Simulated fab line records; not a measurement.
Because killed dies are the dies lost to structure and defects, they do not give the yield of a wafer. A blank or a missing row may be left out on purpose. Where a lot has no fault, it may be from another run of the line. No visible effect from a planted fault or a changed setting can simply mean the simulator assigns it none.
What tool caused it? | flow gf180mcu | 24 lots with 72 wafers sampled at 6 steps, on a route of 602 steps

## WHAT THE GAUGES SHOWED, per wafer
The record lacks any reading of a measuring or inspecting step that a usual standard deviation could be used to judge.

## WHICH TOOL RAN EACH LOT (tool, then ch and the chambers of the sampled wafers, then the start)
lot  | GF_HV_LDD_STRIP_49                   | GF_M1_STRIP_17                       | GF_V1_CVD_02                    | GF_M2_SPUTTER_04             | GF_M4_SPUTTER_02             | GF_MIM_SPUTTER_07
L074 | plasma-asher-03 ch 0,1, day 12 18:51 | plasma-asher-02 ch 0,1, day 17 11:15 | pecvd-04 ch 0,2, day 17 11:55   | pvd-sputter-01, day 18 13:17 | pvd-sputter-01, day 22 19:10 | pvd-sputter-01, day 24 19:42
L076 | plasma-asher-03 ch 0,1, day 13 03:10 | plasma-asher-02 ch 0,1, day 17 22:07 | pecvd-01 ch 0,1, day 17 22:47   | pvd-sputter-01, day 19 01:24 | pvd-sputter-02, day 23 07:16 | pvd-sputter-01, day 25 07:18
L077 | plasma-asher-03 ch 0,1, day 13 08:28 | plasma-asher-03 ch 0,1, day 18 02:04 | pecvd-04 ch 0,1,2, day 18 02:46 | pvd-sputter-02, day 19 04:58 | pvd-sputter-01, day 23 10:06 | pvd-sputter-01, day 25 09:03
L075 | plasma-asher-03 ch 0,1, day 13 09:07 | plasma-asher-02 ch 0,1, day 18 04:07 | pecvd-03 ch 1,2, day 18 04:47   | pvd-sputter-01, day 19 07:15 | pvd-sputter-02, day 23 12:24 | pvd-sputter-01, day 25 10:45
L078 | plasma-asher-03 ch 0,1, day 13 23:11 | plasma-asher-02 ch 0, day 18 21:34   | pecvd-04 ch 1,2, day 18 22:13   | pvd-sputter-02, day 20 00:35 | pvd-sputter-01, day 24 03:46 | pvd-sputter-04, day 26 01:05
L079 | plasma-asher-04 ch 0,1, day 14 03:02 | plasma-asher-03 ch 0,1, day 19 01:34 | pecvd-03 ch 0,2, day 19 02:14   | pvd-sputter-03, day 20 05:16 | pvd-sputter-01, day 24 07:26 | pvd-sputter-04, day 26 05:18
L082 | plasma-asher-01 ch 0,1, day 14 14:55 | plasma-asher-01 ch 0,1, day 19 16:49 | pecvd-01 ch 1,2, day 19 17:31   | pvd-sputter-02, day 20 20:10 | pvd-sputter-02, day 24 22:46 | pvd-sputter-01, day 26 20:10
L081 | plasma-asher-04 ch 0,1, day 14 16:34 | plasma-asher-02 ch 0,1, day 19 19:32 | pecvd-03 ch 0,1,2, day 19 20:11 | pvd-sputter-02, day 20 22:48 | pvd-sputter-01, day 24 23:40 | pvd-sputter-01, day 26 20:50
L080 | plasma-asher-01 ch 0,1, day 14 16:52 | plasma-asher-01 ch 0,1, day 19 18:53 | pecvd-01 ch 1,2, day 19 19:34   | pvd-sputter-01, day 20 22:16 | pvd-sputter-02, day 25 00:14 | pvd-sputter-03, day 26 20:58
L083 | plasma-asher-04 ch 0,1, day 15 08:13 | plasma-asher-02 ch 0,1, day 20 11:59 | pecvd-01 ch 0,1,2, day 20 12:39 | pvd-sputter-03, day 21 15:13 | pvd-sputter-01, day 25 13:41 | pvd-sputter-03, day 27 10:04
L084 | plasma-asher-03 ch 0,1, day 15 20:46 | plasma-asher-01 ch 1, day 21 02:09   | pecvd-03 ch 0,2, day 21 03:03   | pvd-sputter-03, day 22 05:04 | pvd-sputter-02, day 26 02:15 | pvd-sputter-03, day 27 22:29
L085 | plasma-asher-04 ch 0,1, day 15 22:14 | plasma-asher-01 ch 0,1, day 21 03:06 | pecvd-03 ch 0,1,2, day 21 04:16 | pvd-sputter-03, day 22 06:19 | pvd-sputter-01, day 26 04:18 | pvd-sputter-01, day 28 00:44
L086 | plasma-asher-01 ch 0,1, day 16 11:50 | plasma-asher-03 ch 0,1, day 21 17:19 | pecvd-03 ch 0,1,2, day 21 18:19 | pvd-sputter-03, day 22 19:35 | pvd-sputter-02, day 26 16:54 | pvd-sputter-04, day 28 12:13
L087 | plasma-asher-04 ch 1, day 16 23:44   | plasma-asher-01 ch 0,1, day 22 05:25 | pecvd-04 ch 0,1, day 22 06:04   | pvd-sputter-01, day 23 06:43 | pvd-sputter-03, day 27 02:17 | pvd-sputter-03, day 28 21:37
L088 | plasma-asher-01 ch 0,1, day 17 08:57 | plasma-asher-01 ch 0,1, day 22 15:42 | pecvd-04 ch 0,2, day 22 16:22   | pvd-sputter-01, day 23 17:20 | pvd-sputter-02, day 27 09:49 | pvd-sputter-01, day 29 05:11
L089 | plasma-asher-01 ch 1, day 17 09:53   | plasma-asher-01 ch 0,1, day 22 16:48 | pecvd-03 ch 0,2, day 22 17:28   | pvd-sputter-02, day 23 17:54 | pvd-sputter-01, day 27 11:21 | pvd-sputter-01, day 29 05:47
L090 | plasma-asher-04 ch 0,1, day 17 21:34 | plasma-asher-01 ch 0,1, day 23 04:39 | pecvd-01 ch 0,2, day 23 05:24   | pvd-sputter-02, day 24 05:31 | pvd-sputter-02, day 27 23:34 | pvd-sputter-01, day 29 18:08
L091 | plasma-asher-01 ch 0,1, day 18 06:09 | plasma-asher-03 ch 0,1, day 23 11:32 | pecvd-03 ch 1,2, day 23 12:20   | pvd-sputter-01, day 24 12:29 | pvd-sputter-01, day 28 06:38 | pvd-sputter-03, day 30 00:14
L092 | plasma-asher-04 ch 0,1, day 18 07:17 | plasma-asher-03 ch 0,1, day 23 15:51 | pecvd-03 ch 0,2, day 23 16:35   | pvd-sputter-02, day 24 16:42 | pvd-sputter-01, day 28 08:53 | pvd-sputter-04, day 30 03:14
L093 | plasma-asher-04 ch 0, day 18 19:56   | plasma-asher-01 ch 0,1, day 24 01:46 | pecvd-01 ch 0,1, day 24 02:31   | pvd-sputter-02, day 25 02:31 | pvd-sputter-01, day 28 18:01 | pvd-sputter-03, day 30 11:54
L094 | plasma-asher-04 ch 0,1, day 19 06:10 | plasma-asher-03 ch 0,1, day 24 10:28 | pecvd-01 ch 0,2, day 24 11:08   | pvd-sputter-01, day 25 10:19 | pvd-sputter-01, day 29 00:30 | pvd-sputter-03, day 30 17:02
L095 | plasma-asher-04 ch 0,1, day 19 07:13 | plasma-asher-03 ch 0,1, day 24 12:42 | pecvd-01 ch 1,2, day 24 13:42   | pvd-sputter-01, day 25 13:01 | pvd-sputter-03, day 29 02:56 | pvd-sputter-04, day 30 19:04
L096 | plasma-asher-03 ch 0,1, day 19 16:50 | plasma-asher-01 ch 0,1, day 24 19:46 | pecvd-03 ch 0,1,2, day 24 20:50 | pvd-sputter-01, day 25 20:27 | pvd-sputter-02, day 29 11:14 | pvd-sputter-03, day 31 03:17
L097 | plasma-asher-04 ch 0,1, day 19 23:55 | plasma-asher-02 ch 0,1, day 25 01:49 | pecvd-01 ch 0,1,2, day 25 02:49 | pvd-sputter-02, day 26 01:18 | pvd-sputter-01, day 29 15:35 | pvd-sputter-01, day 31 06:44
- GF_HV_LDD_STRIP_49: strips in O2/N2.
- GF_M1_STRIP_17: strips in O2/N2.
- GF_V1_CVD_02: deposits SiO2 from TEOS, target thk 850 nm, time 94.851 s.
- GF_M2_SPUTTER_04: material TiN, target thk 50 nm, time 41.7 s.
- GF_M4_SPUTTER_02: material AlCu, target thk 450 nm, time 23.9 s.
- GF_MIM_SPUTTER_07: material TiN, target thk 60 nm, time 50 s.

## WHAT THE TOOLS THEMSELVES READ (means of the sampled wafers that have a number; where no wafer has one, the mark that the record gives instead)
GF_HV_LDD_STRIP_49.
lot  | tool            | drypump-motor-current-A (A) | heater-power-w (W) | oes-product-au (a.u.) | strip-time-to-endpoint-s (s)
L074 | plasma-asher-03 | 5.9                         | 297                | 0.720                 | 12.61
L076 | plasma-asher-03 | 5.9                         | 298                | 0.715                 | 12.60
L077 | plasma-asher-03 | 5.9                         | 298                | 0.713                 | 12.65
L075 | plasma-asher-03 | 6.2                         | 296                | 0.720                 | 12.63
L078 | plasma-asher-03 | 6.2                         | 299                | 0.717                 | 12.62
L079 | plasma-asher-04 | 5.8                         | 353                | 0.714                 | 12.57
L082 | plasma-asher-01 | 5.6                         | 350                | 0.713                 | 12.60
L081 | plasma-asher-04 | 5.9                         | 354                | 0.716                 | 12.67
L080 | plasma-asher-01 | 5.6                         | 353                | 0.713                 | 12.65
L083 | plasma-asher-04 | 5.6                         | 338                | 0.716                 | 12.64
L084 | plasma-asher-03 | 5.9                         | 298                | 0.715                 | 12.59
L085 | plasma-asher-04 | 5.8                         | 348                | 0.716                 | 12.65
L086 | plasma-asher-01 | 5.6                         | 373                | 0.715                 | 12.61
L087 | plasma-asher-04 | 6.1                         | 373                | 0.710                 | 12.64
L088 | plasma-asher-01 | 5.6                         | 376                | 0.714                 | 12.66
L089 | plasma-asher-01 | 5.6                         | 396                | 0.718                 | 12.57
L090 | plasma-asher-04 | 5.9                         | 350                | 0.711                 | 12.60
L091 | plasma-asher-01 | 5.6                         | 374                | 0.713                 | 12.63
L092 | plasma-asher-04 | 5.8                         | 354                | 0.716                 | 12.67
L093 | plasma-asher-04 | 5.4                         | 316                | 0.716                 | 12.66
L094 | plasma-asher-04 | 5.9                         | 353                | 0.714                 | 12.61
L095 | plasma-asher-04 | 5.9                         | 352                | 0.718                 | 12.64
L096 | plasma-asher-03 | 6.2                         | 305                | 0.717                 | 12.71
L097 | plasma-asher-04 | 5.8                         | 356                | 0.715                 | 12.66

GF_M1_STRIP_17.
lot  | tool            | drypump-motor-current-A (A) | heater-power-w (W) | oes-product-au (a.u.) | strip-time-to-endpoint-s (s)
L074 | plasma-asher-02 | 5.6                         | 321                | 0.531                 | 7.35
L076 | plasma-asher-02 | 5.6                         | 322                | 0.537                 | 7.40
L077 | plasma-asher-03 | 6.2                         | 300                | 0.540                 | 7.39
L075 | plasma-asher-02 | 5.6                         | 321                | 0.541                 | 7.42
L078 | plasma-asher-02 | 4.9                         | 299                | 0.539                 | 7.36
L079 | plasma-asher-03 | 6.3                         | 301                | 0.536                 | 7.44
L082 | plasma-asher-01 | 5.6                         | 380                | 0.535                 | 7.40
L081 | plasma-asher-02 | 5.3                         | 311                | 0.536                 | 7.39
L080 | plasma-asher-01 | 5.6                         | 351                | 0.539                 | 7.39
L083 | plasma-asher-02 | 5.6                         | 318                | 0.535                 | 7.38
L084 | plasma-asher-01 | 5.6                         | 396                | 0.538                 | 7.38
L085 | plasma-asher-01 | 5.6                         | 350                | 0.537                 | 7.37
L086 | plasma-asher-03 | 6.2                         | 298                | 0.538                 | 7.41
L087 | plasma-asher-01 | 5.6                         | 372                | 0.528                 | 7.34
L088 | plasma-asher-01 | 5.7                         | 351                | 0.541                 | 7.44
L089 | plasma-asher-01 | 5.6                         | 355                | 0.533                 | 7.38
L090 | plasma-asher-01 | 5.7                         | 371                | 0.535                 | 7.31
L091 | plasma-asher-03 | 6.3                         | 299                | 0.536                 | 7.36
L092 | plasma-asher-03 | 5.9                         | 296                | 0.543                 | 7.44
L093 | plasma-asher-01 | 5.6                         | 346                | 0.531                 | 7.33
L094 | plasma-asher-03 | 6.2                         | 298                | 0.540                 | 7.36
L095 | plasma-asher-03 | 5.9                         | 300                | 0.532                 | 7.31
L096 | plasma-asher-01 | 5.7                         | 352                | 0.531                 | 7.33
L097 | plasma-asher-02 | 5.6                         | 326                | 0.533                 | 7.32

GF_V1_CVD_02.
lot  | tool     | heater-power-w (W)
L074 | pecvd-04 | 640
L076 | pecvd-01 | 666
L077 | pecvd-04 | 634
L075 | pecvd-03 | 635
L078 | pecvd-04 | 634
L079 | pecvd-03 | 702
L082 | pecvd-01 | 693
L081 | pecvd-03 | 711
L080 | pecvd-01 | 653
L083 | pecvd-01 | 692
L084 | pecvd-03 | 615
L085 | pecvd-03 | 666
L086 | pecvd-03 | 648
L087 | pecvd-04 | 633
L088 | pecvd-04 | 660
L089 | pecvd-03 | 649
L090 | pecvd-01 | 682
L091 | pecvd-03 | 656
L092 | pecvd-03 | 651
L093 | pecvd-01 | 678
L094 | pecvd-01 | 669
L095 | pecvd-01 | 754
L096 | pecvd-03 | 652
L097 | pecvd-01 | 720

GF_M2_SPUTTER_04.
lot  | tool           | cathode-dc-power-W (W) | chamber-pressure-pa (Pa) | throttle-valve-pct (%)
L074 | pvd-sputter-01 | 6499.9                 | 0.4003                   | 29.8
L076 | pvd-sputter-01 | 6499.8                 | 0.4000                   | 30.4
L077 | pvd-sputter-02 | 6500.3                 | 0.4000                   | 29.3
L075 | pvd-sputter-01 | 6499.5                 | 0.3993                   | 30.0
L078 | pvd-sputter-02 | 6499.2                 | 0.4003                   | 29.5
L079 | pvd-sputter-03 | 6500.4                 | 0.3999                   | 30.9
L082 | pvd-sputter-02 | 6500.0                 | 0.3997                   | 30.3
L081 | pvd-sputter-02 | 6500.4                 | 0.3996                   | 31.0
L080 | pvd-sputter-01 | 6499.7                 | 0.4004                   | 30.7
L083 | pvd-sputter-03 | 6501.0                 | 0.4005                   | 30.5
L084 | pvd-sputter-03 | 6501.3                 | 0.4001                   | 30.6
L085 | pvd-sputter-03 | 6500.5                 | 0.3992                   | 31.0
L086 | pvd-sputter-03 | 6499.5                 | 0.4000                   | 31.1
L087 | pvd-sputter-01 | 6499.6                 | 0.3998                   | 30.5
L088 | pvd-sputter-01 | 6499.6                 | 0.3995                   | 30.1
L089 | pvd-sputter-02 | 6499.3                 | 0.4006                   | 29.7
L090 | pvd-sputter-02 | 6499.9                 | 0.3995                   | 30.4
L091 | pvd-sputter-01 | 6500.3                 | 0.4004                   | 30.2
L092 | pvd-sputter-02 | 6500.6                 | 0.3997                   | 30.5
L093 | pvd-sputter-02 | 6501.1                 | 0.3996                   | 31.2
L094 | pvd-sputter-01 | 6500.1                 | 0.4004                   | 30.3
L095 | pvd-sputter-01 | 6499.8                 | 0.4001                   | 31.0
L096 | pvd-sputter-01 | 6502.0                 | 0.4008                   | 30.8
L097 | pvd-sputter-02 | 6499.1                 | 0.3996                   | 30.7

GF_M4_SPUTTER_02.
lot  | tool           | cathode-dc-power-W (W) | chamber-pressure-pa (Pa) | throttle-valve-pct (%)
L074 | pvd-sputter-01 | 10599                  | 0.4008                   | 30.3
L076 | pvd-sputter-02 | 10599                  | 0.3997                   | 29.7
L077 | pvd-sputter-01 | 10601                  | 0.3993                   | 30.4
L075 | pvd-sputter-02 | 10599                  | 0.4008                   | 30.1
L078 | pvd-sputter-01 | 10600                  | 0.3993                   | 30.8
L079 | pvd-sputter-01 | 10603                  | 0.3994                   | 30.1
L082 | pvd-sputter-02 | 10600                  | 0.3998                   | 31.4
L081 | pvd-sputter-01 | 10601                  | 0.3997                   | 30.2
L080 | pvd-sputter-02 | 10599                  | 0.4020                   | 30.8
L083 | pvd-sputter-01 | 10602                  | 0.4011                   | 30.5
L084 | pvd-sputter-02 | 10599                  | 0.4004                   | 31.1
L085 | pvd-sputter-01 | 10599                  | 0.4000                   | 30.8
L086 | pvd-sputter-02 | 10600                  | 0.3994                   | 30.6
L087 | pvd-sputter-03 | 10601                  | 0.3999                   | 30.3
L088 | pvd-sputter-02 | 10601                  | 0.3999                   | 30.5
L089 | pvd-sputter-01 | 10600                  | 0.3998                   | 30.1
L090 | pvd-sputter-02 | 10602                  | 0.4004                   | 29.6
L091 | pvd-sputter-01 | 10599                  | 0.4004                   | 30.8
L092 | pvd-sputter-01 | 10602                  | 0.4001                   | 30.6
L093 | pvd-sputter-01 | 10599                  | 0.3999                   | 30.7
L094 | pvd-sputter-01 | 10599                  | 0.3999                   | 29.9
L095 | pvd-sputter-03 | 10599                  | 0.4008                   | 31.0
L096 | pvd-sputter-02 | 10598                  | 0.3997                   | 30.6
L097 | pvd-sputter-01 | 10602                  | 0.4006                   | 30.0

GF_MIM_SPUTTER_07.
lot  | tool           | cathode-dc-power-W (W) | chamber-pressure-pa (Pa) | throttle-valve-pct (%)
L074 | pvd-sputter-01 | 6500.3                 | 0.4003                   | 30.9
L076 | pvd-sputter-01 | 6499.9                 | 0.4006                   | 30.1
L077 | pvd-sputter-01 | 6500.1                 | 0.4005                   | 29.8
L075 | pvd-sputter-01 | 6500.1                 | 0.4005                   | 30.2
L078 | pvd-sputter-04 | 6499.2                 | 0.4004                   | 29.2
L079 | pvd-sputter-04 | 6499.8                 | 0.3992                   | 29.1
L082 | pvd-sputter-01 | 6500.2                 | 0.3997                   | 30.9
L081 | pvd-sputter-01 | 6499.9                 | 0.4004                   | 30.0
L080 | pvd-sputter-03 | 6499.4                 | 0.3999                   | 30.8
L083 | pvd-sputter-03 | 6500.2                 | 0.3996                   | 31.3
L084 | pvd-sputter-03 | 6499.2                 | 0.3995                   | 31.0
L085 | pvd-sputter-01 | 6499.3                 | 0.3995                   | 30.9
L086 | pvd-sputter-04 | 6499.7                 | 0.3999                   | 29.0
L087 | pvd-sputter-03 | 6499.7                 | 0.3993                   | 30.8
L088 | pvd-sputter-01 | 6500.1                 | 0.3996                   | 30.0
L089 | pvd-sputter-01 | 6501.8                 | 0.3990                   | 30.1
L090 | pvd-sputter-01 | 6499.3                 | 0.3996                   | 30.2
L091 | pvd-sputter-03 | 6500.6                 | 0.3997                   | 30.7
L092 | pvd-sputter-04 | 6499.3                 | 0.3995                   | 29.3
L093 | pvd-sputter-03 | 6499.7                 | 0.4001                   | 31.1
L094 | pvd-sputter-03 | 6500.1                 | 0.4007                   | 30.7
L095 | pvd-sputter-04 | 6500.4                 | 0.3997                   | 29.2
L096 | pvd-sputter-03 | 6500.2                 | 0.3999                   | 30.6
L097 | pvd-sputter-01 | 6498.3                 | 0.3998                   | 30.8

## THE ANSWER, worked out from the rows above alone
Rule: the usual values come from the lots themselves. The widest of any qualifying gaps counts: lots, ordered by their means at a reading, are off when they make up no more than a third of the lots, leave a main group of 4 or more, and stand apart from it by 3 or more times the standard deviation of that group's means. A main group is skipped when, at the precision printed for the reading in the tables above, its means are all equal. A lot without any number at a reading at which 4 lots or more have one is off too. Where the step has rows for the other lots, those lots are counted as sound. The gauges are gone through in route order, then the tools' own readings, and for those a lot's mean is taken as printed above. The first step at which some lot is off is used, and at that step the reading that is off furthest; a lot without a number counts as furthest.
No lot is off on any of the readings shown, so nothing can be concluded from this.

## WHAT THE SIMULATOR PUT IN
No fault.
